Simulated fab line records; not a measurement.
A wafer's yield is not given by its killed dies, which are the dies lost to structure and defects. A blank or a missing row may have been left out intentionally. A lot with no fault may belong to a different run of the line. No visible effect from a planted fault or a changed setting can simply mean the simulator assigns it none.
A struck lot beside a sound one	flow sky130	16 steps out of a route of 708
Sound: these wafers, L992.2, L992.3, L992.4. Wafers struck: L103.1, L103.5. At the end, the cause is stated.
Each step with rows lists, per side, the tool, then ch with its chambers, then its first start. Under that, the readings that differ: sound wafers	struck wafers	difference of the means	sigmas: that difference in standard deviations of wafers without a fault.
alike: words and numbers the same on both sides, and readings whose means are apart by under 2 such deviations; not compared: readings that were withheld, readings missing a value for some wafer, numbers with overlapping values and no deviation given by the record, and bounds like >300 which may hide the same value.
The two part at a step that has a row with sigmas, a row that says differs or no value, or rows on one side only. Non-overlapping numbers with no deviation appear without sigmas and do not part them. A reading that every wafer of one side lacks parts them only if that side has two wafers or more.

first, 1 step without rows for these wafers: SKY_POLY_CUT_DEVELOP_07 (develop time 60 s).
SKY_POLY_CUT_CD_MEAS_08 targets a cd of 270 nm.
  sound: cdSem-01 at day 25 14:44; struck: cdSem-01 at day 29 02:05
  alike: cdNm
SKY_POLY_CUT_OVL_MEAS_09:
  sound: overlay-01 at day 25 14:50; struck: overlay-02 at day 29 02:13
  alike: POLY_CUT_OVL
SKY_POLY_CUT_ETCH_10: etches BARC in N2/H2, stops on SiO2, time 45.9 s, target depth 60 nm.
  sound on rieDiel-04 ch 0,1,2, day 25 14:52; struck on rieDiel-01 ch 0,1, day 29 02:15
  alike: drypumpMotorCurrentA, oesProductAu, throttleValvePct
  not compared: rfHoursCounterH
SKY_POLY_CUT_ETCH_11: etches Si3N4 in CF4/CH2F2/Ar, stops on poly-Si, time 42.5 s, target depth 60 nm.
  sound on rieDiel-04 ch 0,1,2, day 25 14:54; struck on rieDiel-01 ch 0,1, day 29 02:17
  alike: drypumpMotorCurrentA, oesProductAu, throttleValvePct
  not compared: rfHoursCounterH
SKY_POLY_CUT_STRIP_12: strips in O2/N2.
  sound on plasmaAsher-02 ch 0,1, day 25 14:56; struck on plasmaAsher-02 ch 1, day 29 02:20
  alike: drypumpMotorCurrentA, oesProductAu, stripTimeToEndpointS
  not compared: rfHoursCounterH
then, 6 steps without rows for these wafers: SKY_SD_P_DEHYDRATE_00 (time 60 s); SKY_SD_P_HMDS_01 (prime time 60 s); SKY_SD_P_COAT_02 (resist thk 1140 nm); SKY_SD_P_SOFTBAKE_03 (time 60 s); SKY_SD_P_EXPOSE_04 (exposes mask PSDM, target cd 380 nm); SKY_SD_P_PEB_05.
SKY_SD_P_DEVELOP_06: develop time 60 s.
  sound on lithoTrack-04 ch 0, day 26 20:07; struck on lithoTrack-02 ch 0, day 30 05:58
reading	sound	struck	difference	sigmas
exhaustPa (Pa)	44.3 42.7 44.8	45.9 46.0	+2.0	+2
SKY_SD_P_CD_MEAS_07 targets a cd of 380 nm.
  sound: cdSem-01 at day 26 20:16; struck: cdSem-02 at day 30 06:07
reading	sound	struck	difference	sigmas
cdNm (nm)	384.4 382.6 380.4	289.6 286.9	-94.2	-45
SKY_SD_P_OVL_MEAS_08:
  sound: overlay-01 at day 26 20:22; struck: overlay-02 at day 30 06:14
  alike: SD_P_OVL
-- the record jumps here: 19 days lie between the struck wafers' starts before and after (it left off in module SD_P and takes up again in module PAD_OPEN, whose first step shown is number 708 of the route) --
SKY_PAD_OPEN_PROBE_99:
  record: rows for the struck wafers here (prober-01, day 49 03:39), none for the sound ones

WHERE THEY PART
Last at SKY_PAD_OPEN_PROBE_99 as far as this record goes, first at SKY_SD_P_DEVELOP_06.

WHY: what the simulator had put in
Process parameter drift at SKY_SD_P_DEVELOP_06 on lithoTrack-02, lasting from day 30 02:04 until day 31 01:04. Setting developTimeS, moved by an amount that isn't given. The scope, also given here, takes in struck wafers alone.
